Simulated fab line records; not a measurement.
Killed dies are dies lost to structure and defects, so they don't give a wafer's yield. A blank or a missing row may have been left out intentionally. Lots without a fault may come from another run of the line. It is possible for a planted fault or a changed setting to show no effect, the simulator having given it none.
Which tool did it? :: flow sky130 :: 30 wafers from 10 lots sampled at 6 of the route's 708 steps

WHAT THE GAUGES READ, wafer by wafer
SKY_CONTACT_BOW_MEAS_05.
lot: L772
measured: day 31 23:41
on: film metro-03
CONTACT_BOW (um): 73 81 81

lot: L773
measured: day 32 12:53
on: film metro-01
CONTACT_BOW (um): 91 86 85

lot: L775
measured: day 32 23:37
on: film metro-03
CONTACT_BOW (um): 71 76 73

lot: L776
measured: day 33 09:43
on: film metro-02
CONTACT_BOW (um): 87 78 88

lot: L778
measured: day 34 02:51
on: film metro-03
CONTACT_BOW (um): 90 84 88

lot: L780
measured: day 34 21:05
on: film metro-03
CONTACT_BOW (um): 76 87 80

lot: L784
measured: day 35 20:22
on: film metro-03
CONTACT_BOW (um): 87 84 96

lot: L786
measured: day 36 11:37
on: film metro-03
CONTACT_BOW (um): 79 83 87

lot: L790
measured: day 37 10:34
on: film metro-01
CONTACT_BOW (um): 88 87 82

lot: L791
measured: day 37 16:02
on: film metro-02
CONTACT_BOW (um): 78 85 79

SKY_METAL1_RS_MEAS_05: measurement is done with a four-point probe.
lot: L772
measured: day 33 03:33
on: film metro-01
METAL1_ALCU_RS (ohm/sq): 0.1276 0.1269 0.1298

lot: L773
measured: day 33 16:56
on: film metro-03
METAL1_ALCU_RS (ohm/sq): 0.1244 0.1293 0.1248

lot: L775
measured: day 34 01:42
on: film metro-04
METAL1_ALCU_RS (ohm/sq): 0.1238 0.1262 0.1291

lot: L776
measured: day 34 11:56
on: film metro-03
METAL1_ALCU_RS (ohm/sq): 0.1282 0.1263 0.1279

lot: L778
measured: day 35 04:21
on: film metro-04
METAL1_ALCU_RS (ohm/sq): 0.1248 0.1270 0.1263

lot: L780
measured: day 35 23:35
on: film metro-03
METAL1_ALCU_RS (ohm/sq): 0.1240 0.1237 0.1242

lot: L784
measured: day 37 00:30
on: film metro-04
METAL1_ALCU_RS (ohm/sq): 0.1175 0.1179 0.1187 0.1177 0.1181 0.1192

lot: L786
measured: day 37 15:10
on: film metro-03
METAL1_ALCU_RS (ohm/sq): 0.1189 0.1206 0.1184 0.1188 0.1208 0.1184

lot: L790
measured: day 38 14:20
on: film metro-04
METAL1_ALCU_RS (ohm/sq): 0.1221 0.1236 0.1270

lot: L791
measured: day 38 18:32
on: film metro-03
METAL1_ALCU_RS (ohm/sq): 0.1301 0.1276 0.1265

SKY_METAL1_THK_MEAS_06: measures by xrf.
lot: L772
measured: day 33 03:39
on: film metro-01
METAL1_ALCU_THK (nm): 256 254 248

lot: L773
measured: day 33 17:04
on: film metro-03
METAL1_ALCU_THK (nm): 259 249 258

lot: L775
measured: day 34 01:49
on: film metro-04
METAL1_ALCU_THK (nm): 259 255 249

lot: L776
measured: day 34 12:03
on: film metro-03
METAL1_ALCU_THK (nm): 248 255 252

lot: L778
measured: day 35 04:27
on: film metro-04
METAL1_ALCU_THK (nm): 256 252 252

lot: L780
measured: day 35 23:41
on: film metro-03
METAL1_ALCU_THK (nm): 261 261 259

lot: L784
measured: day 37 04:09
on: film metro-04
METAL1_ALCU_THK (nm): 272 272 271 272 272 272

lot: L786
measured: day 37 18:15
on: film metro-03
METAL1_ALCU_THK (nm): 271 268 272 271 265 274

lot: L790
measured: day 38 14:27
on: film metro-04
METAL1_ALCU_THK (nm): 265 264 255

lot: L791
measured: day 38 18:40
on: film metro-03
METAL1_ALCU_THK (nm): 248 249 254

SKY_METAL1_OVL_MEAS_16.
lot: L772
measured: day 34 04:04
on: overlay-02
METAL1_OVL (nm): 6 13 4

lot: L773
measured: day 34 16:18
on: overlay-02
METAL1_OVL (nm): -1 -1 1

lot: L775
measured: day 35 01:38
on: overlay-01
METAL1_OVL (nm): 4 8 6

lot: L776
measured: day 35 11:31
on: overlay-01
METAL1_OVL (nm): 12 2 14

lot: L778
measured: day 36 06:04
on: overlay-02
METAL1_OVL (nm): 10 12 6

lot: L780
measured: day 37 01:19
on: overlay-01
METAL1_OVL (nm): 4 1 8

lot: L784
measured: day 38 02:22
on: overlay-01
METAL1_OVL (nm): 7 11 11

lot: L786
measured: day 38 16:34
on: overlay-01
METAL1_OVL (nm): 13 2 7

lot: L790
measured: day 39 15:01
on: overlay-01
METAL1_OVL (nm): 7 12 8

lot: L791
measured: day 39 20:04
on: overlay-02
METAL1_OVL (nm): 8 5 13

WHICH TOOL RAN EACH LOT (tool, then ch and the chambers of the sampled wafers, then the start)
lot: L772
SKY_CONTACT_ETCH_18: rie diel-03 ch 0,1,3, day 33 03:25 or earlier
SKY_METAL1_SPUTTER_02: pvd sputter-02, day 33 03:25

lot: L773
SKY_CONTACT_ETCH_18: rie diel-01 ch 0,2,3, day 33 16:51 or earlier
SKY_METAL1_SPUTTER_02: pvd sputter-02, day 33 16:51

lot: L775
SKY_CONTACT_ETCH_18: rie diel-02 ch 0,2,3, day 34 01:37 or earlier
SKY_METAL1_SPUTTER_02: pvd sputter-02, day 34 01:37

lot: L776
SKY_CONTACT_ETCH_18: rie diel-02 ch 0,3, day 34 11:50 or earlier
SKY_METAL1_SPUTTER_02: pvd sputter-04, day 34 11:50

lot: L778
SKY_CONTACT_ETCH_18: rie diel-03 ch 1,3, day 35 04:13 or earlier
SKY_METAL1_SPUTTER_02: pvd sputter-04, day 35 04:13

lot: L780
SKY_CONTACT_ETCH_18: rie diel-01 ch 0,2, day 35 23:28 or earlier
SKY_METAL1_SPUTTER_02: pvd sputter-04, day 35 23:28

lot: L784
SKY_CONTACT_ETCH_18: rie diel-02 ch 0,2, day 37 00:22 or earlier
SKY_METAL1_SPUTTER_02: pvd sputter-02, day 37 00:22

lot: L786
SKY_CONTACT_ETCH_18: rie diel-01 ch 1,3, day 37 15:03 or earlier
SKY_METAL1_SPUTTER_02: pvd sputter-02, day 37 15:03

lot: L790
SKY_CONTACT_ETCH_18: rie diel-02 ch 0,1,3, day 38 14:14 or earlier
SKY_METAL1_SPUTTER_02: pvd sputter-04, day 38 14:14

lot: L791
SKY_CONTACT_ETCH_18: rie diel-03 ch 0,1,3, day 38 18:27 or earlier
SKY_METAL1_SPUTTER_02: pvd sputter-04, day 38 18:27
- SKY_CONTACT_ETCH_18: etches Si3N4 in CHF3/O2, stops on TiN, time 39 s, target depth 75 nm.
- SKY_METAL1_SPUTTER_02: material AlCu, target thk 250 nm, time 13.3 s.

WHAT THE TOOLS THEMSELVES READ (means of the sampled wafers that have a number; where no wafer has one, the mark that the record gives instead)
SKY_CONTACT_ETCH_18.
lot: L772
tool: rie diel-03
bias w (W): 200.1
chf3 flow sccm (sccm): 49.90
drypump motor current A (A): 5.7
oes product au (a.u.): 0.847
throttle valve pct (%): 8.790

lot: L773
tool: rie diel-01
bias w (W): 200.0
chf3 flow sccm (sccm): 49.94
drypump motor current A (A): 5.7
oes product au (a.u.): 0.857
throttle valve pct (%): 8.799

lot: L775
tool: rie diel-02
bias w (W): 199.9
chf3 flow sccm (sccm): 50.07
drypump motor current A (A): 6.1
oes product au (a.u.): 0.846
throttle valve pct (%): 8.795

lot: L776
tool: rie diel-02
bias w (W): 200.3
chf3 flow sccm (sccm): 50.01
drypump motor current A (A): 6.2
oes product au (a.u.): 0.861
throttle valve pct (%): 8.787

lot: L778
tool: rie diel-03
bias w (W): 199.7
chf3 flow sccm (sccm): 49.94
drypump motor current A (A): 5.7
oes product au (a.u.): 0.848
throttle valve pct (%): 8.797

lot: L780
tool: rie diel-01
bias w (W): 200.1
chf3 flow sccm (sccm): 49.88
drypump motor current A (A): 5.6
oes product au (a.u.): 0.859
throttle valve pct (%): 8.811

lot: L784
tool: rie diel-02
bias w (W): 200.0
chf3 flow sccm (sccm): 50.01
drypump motor current A (A): 6.1
oes product au (a.u.): 0.862
throttle valve pct (%): 8.786

lot: L786
tool: rie diel-01
bias w (W): 199.9
chf3 flow sccm (sccm): 49.97
drypump motor current A (A): 5.7
oes product au (a.u.): 0.856
throttle valve pct (%): 8.796

lot: L790
tool: rie diel-02
bias w (W): 200.2
chf3 flow sccm (sccm): 49.95
drypump motor current A (A): 6.0
oes product au (a.u.): 0.853
throttle valve pct (%): 8.789

lot: L791
tool: rie diel-03
bias w (W): 199.8
chf3 flow sccm (sccm): 50.01
drypump motor current A (A): 5.7
oes product au (a.u.): 0.845
throttle valve pct (%): 8.794

SKY_METAL1_SPUTTER_02.
lot: L772
tool: pvd sputter-02
cathode dc power W (W): 10601
throttle valve pct (%): 30.7

lot: L773
tool: pvd sputter-02
cathode dc power W (W): 10599
throttle valve pct (%): 29.6

lot: L775
tool: pvd sputter-02
cathode dc power W (W): 10601
throttle valve pct (%): 30.4

lot: L776
tool: pvd sputter-04
cathode dc power W (W): 10601
throttle valve pct (%): 29.4

lot: L778
tool: pvd sputter-04
cathode dc power W (W): 10599
throttle valve pct (%): 29.2

lot: L780
tool: pvd sputter-04
cathode dc power W (W): 10602
throttle valve pct (%): 29.3

lot: L784
tool: pvd sputter-02
cathode dc power W (W): 11243
throttle valve pct (%): 31.0

lot: L786
tool: pvd sputter-02
cathode dc power W (W): 11244
throttle valve pct (%): 30.6

lot: L790
tool: pvd sputter-04
cathode dc power W (W): 10600
throttle valve pct (%): 29.3

lot: L791
tool: pvd sputter-04
cathode dc power W (W): 10601
throttle valve pct (%): 29.5

THE ANSWER, worked out from the rows above alone
Rule: what is usual is taken from the lots themselves. The widest of any qualifying gaps counts: lots, ordered by their means at a reading, are off when they make up no more than a third of the lots, leave a main group of 4 or more, and stand apart from it by 3 or more times the standard deviation of that group's means. The tables above print the reading to a certain number of digits; a main group whose means all agree to those digits is not used. Also off: a lot with no number at a reading for which 4 or more lots have one. All remaining lots with rows at the step are treated as sound. Order of review: gauges by route order, followed by the tools' own readings, for which a lot's mean as printed above is used. At the first step where some lot is off, the reading lying furthest off is the one used; lots without a number count as furthest.
Off: L784, L786, seen at SKY_METAL1_RS_MEAS_05 (METAL1_ALCU_RS). For the main group the mean is 0.1263 ohm/sq and the standard deviation 0.0015.
If a tool, at a process step before that reading, ran all the lots that are off and no sound lot after the first of them, it fits. The gauges at SKY_METAL1_RS_MEAS_05 aren't tried: what is off there is off at SKY_METAL1_SPUTTER_02 too, on other tools, and a gauge's error can't cause that. SKY_CONTACT_ETCH_18 gives no start for some lots, so the hours and the order of its lots are those of SKY_METAL1_SPUTTER_02. One fits: pvd sputter-02 at SKY_METAL1_SPUTTER_02. Its last sound lot is L775 (day 34 01:37), its first lot that is off L784 (day 37 00:22): a fault that began between those two fits.
On the lots that are off, the tool's own readings at SKY_METAL1_SPUTTER_02 differ by more than 5 times the standard deviation of the sound lots' means, which bears it out; cathode dc power W reads 11244 W there versus 10600 W on the sound lots.

WHAT WAS PUT IN BY THE SIMULATOR
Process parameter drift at SKY_METAL1_SPUTTER_02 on pvd sputter-02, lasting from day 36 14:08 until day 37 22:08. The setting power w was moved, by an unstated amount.
Struck lots among those shown: L784, L786. Same finding as the rule above.
